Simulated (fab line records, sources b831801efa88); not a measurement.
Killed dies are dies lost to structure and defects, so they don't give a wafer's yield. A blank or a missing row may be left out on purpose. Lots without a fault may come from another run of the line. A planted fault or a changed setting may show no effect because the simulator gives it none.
One fault seen from 2 desks | flow sky130 | each desk has only its own numbers; what lay behind them comes last

THE TOOL OWNER'S DESK: implanter-04
The tool's own readings at SKY_GATE_OXIDE_IMPLANT_11: means of the sampled wafers that have a number, for each lot that ran on this tool. A lot is out of limits, marked OUT, if its mean lies more than 4 standard deviations from the usual mean; the brackets give that distance.
Columns: A = beam_energy_keV at SKY_GATE_OXIDE_IMPLANT_11, usual 9.999
lot  | first seen here | A
L162 | day 17 09:59    | 9.999
L163 | day 17 14:04    | 9.996
L170 | day 20 10:02    | 10.004
L173 | day 21 08:04    | 10.000
This desk's finding: nothing out of limits on any of the 4 lots.

THE METROLOGY DESK
What the gauges read, lot by lot, whatever tool the lot ran on: means of the sampled wafers that have a number. A lot is out of limits, marked OUT, if its mean lies more than 4 standard deviations from the usual mean; the brackets give that distance.
Columns: A = GATE_OXIDE_OXIDATION_00_THK at SKY_GATE_OXIDE_THK_MEAS_02, usual 10.22 nm; B = GATE_OXIDE_OVL at SKY_GATE_OXIDE_OVL_MEAS_10, usual 0.2 nm; C = GATE_OXIDE_TW at SKY_GATE_OXIDE_TW_MEAS_14, usual 224.3; D = POLY_GATE_CVD_00_THK at SKY_POLY_GATE_THK_MEAS_01, usual 180.4 nm; E = POLY_GATE_TW at SKY_RES_PROTECT_TW_MEAS_08, usual 4064; F = POLY_GATE_CVD_03_THK at SKY_POLY_GATE_THK_MEAS_04, usual 75.4 nm; G = cd_nm at SKY_POLY_GATE_CD_MEAS_13, usual 149.9 nm
lot  | first seen here | A     | B    | C     | D     | E    | F    | G
L162 | day 16 05:00    | 10.36 | -1.2 | 220.7 | 180.1 | 4023 | 75.4 | 151.2
L163 | day 16 09:27    | 10.48 | -0.4 | 222.3 | 179.3 | 4074 | 74.3 | 150.4
L165 | day 17 04:46    | 10.19 | -0.3 | 223.4 | 179.4 | 4023 | 75.5 | 149.1
L170 | day 19 03:17    | 9.99  | 0.7  | 225.9 | 178.7 | 4049 | 74.7 | 149.2
L173 | day 20 01:10    | 9.99  | 0.1  | 221.8 | 180.3 | 4103 | 75.4 | 150.9
This desk's finding: nothing out of limits on any of the 5 lots.

PUT TOGETHER
The tool owner's desk saw nothing out of limits.
The metrology desk saw nothing out of limits.

WHAT THE SIMULATOR HAD PUT IN
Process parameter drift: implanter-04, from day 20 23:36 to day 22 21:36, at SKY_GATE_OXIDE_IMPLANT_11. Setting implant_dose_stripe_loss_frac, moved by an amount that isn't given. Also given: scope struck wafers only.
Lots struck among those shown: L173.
